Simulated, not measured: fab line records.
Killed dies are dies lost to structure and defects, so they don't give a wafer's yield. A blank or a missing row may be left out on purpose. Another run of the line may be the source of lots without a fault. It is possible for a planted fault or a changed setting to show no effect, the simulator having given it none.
Problem report, 8D (eight disciplines) form, completed by code	flow sky130	the parts of the form that need people (team, actions taken, sign-off) are left out

== 1. WHAT WENT WRONG ==
VT_ADJUST_HVTR_TW at SKY_VT_ADJUST_HVTR_TW_MEAS_11 reads a mean of 166.4 on 6 wafers of 2 lots; wafers without a fault read 211.1 with a standard deviation of 2.4. That puts it -19 standard deviations away from the usual mean.
First observed at day 12 19:37: wafer L749.1, on film_metro-03. Wafers with a number at this step in the record: 39, from 13 lots. Rule for "out", or "out of limits": more than 4 standard deviations from the usual mean. All remaining wafers that have a number are taken as sound.

== 2. WHAT THIS IS AND IS NOT ==
question	is	is not
which readings at this step	VT_ADJUST_HVTR_TW	-
which lots	L749, L752	L738, L739, L740, L743, L744, L746, L756, L758, L759, L760, L761
which wafers of those lots	all that have a number	-
read on which gauges	film_metro-03, film_metro-04	film_metro-02
when	from day 12 19:37	up to then (18 sound wafers); but 15 sound wafers of L756, L758, L759, L760, L761 came after

== 3. WHAT RULES OUT EACH SUSPECT ==
Counting: a tool at any process step up to the reading remains a suspect when it ran all the lots that are out and ran no sound lot after the first of those.
- the gauge at SKY_VT_ADJUST_HVTR_TW_MEAS_11: ruled out. Those wafers that are out were read across 2 gauges (film_metro-03, film_metro-04).
- implanter-02 at SKY_VT_ADJUST_HVTR_IMPLANT_09: kept. All lots that are out passed through it, beginning with L749 at day 12 19:22, and no sound lot followed; its final sound lot before that point was L746 at day 11 22:51. Its own dose_ions_cm2, faraday_current_uA readings are out on those wafers.
After counting, what remains is implanter-02 at SKY_VT_ADJUST_HVTR_IMPLANT_09.

== 4. THE CAUSE (what the simulator had put in) ==
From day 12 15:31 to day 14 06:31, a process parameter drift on implanter-02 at SKY_VT_ADJUST_HVTR_IMPLANT_09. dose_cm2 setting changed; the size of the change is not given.
This tool alone remained once counting was done.

== 5. THE EFFECT CHAIN, in route order ==
Each row: a reading whose mean over the struck wafers that have a number lies more than 3 standard deviations from the usual. Only readings for which the record gives a usual standard deviation are gone through. hours: the time from each lot's start at the first step in this table that gives one to its start at this step, as a median over the lots. sigmas: the change in usual standard deviations.
hours	step	reading	usual	on struck wafers	change	sigmas
0	SKY_VT_ADJUST_HVTR_IMPLANT_09	dose_ions_cm2	2.1004e+12	8.8598e+11	-1.2144e+12	-99 or more
0	SKY_VT_ADJUST_HVTR_IMPLANT_09	faraday_current_uA	11.85	5.07	-6.78	-27
0	SKY_VT_ADJUST_HVTR_TW_MEAS_11	VT_ADJUST_HVTR_TW	211.1	166.4	-44.7	-19
The process steps in it:
- SKY_VT_ADJUST_HVTR_IMPLANT_09
At these later measuring or inspecting steps, every struck wafer for which the step has a row has a number for every such reading, and none has moved that far: SKY_SD_N_TW_MEAS_12, SKY_LI_CONTACT_CD_MEAS_12, SKY_LOCAL_INTERCONNECT_CD_MEAS_11.

== 6. HOW IT WOULD HAVE BEEN CAUGHT EARLIER ==
The first out-of-limits reading at a measuring or inspecting step in this record came at day 12 19:37, 4 hours after the fault's start at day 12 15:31.
At SKY_VT_ADJUST_HVTR_IMPLANT_09, the tool's own readings (dose_ions_cm2, faraday_current_uA) were out on each struck wafer the step has a row for, so an alarm limit on them would have fired on the first such wafer.
Among the 2 lots that are out, L752 began SKY_VT_ADJUST_HVTR_IMPLANT_09 on implanter-02 after day 12 19:37. A tool hold placed at that time would have kept it from harm.
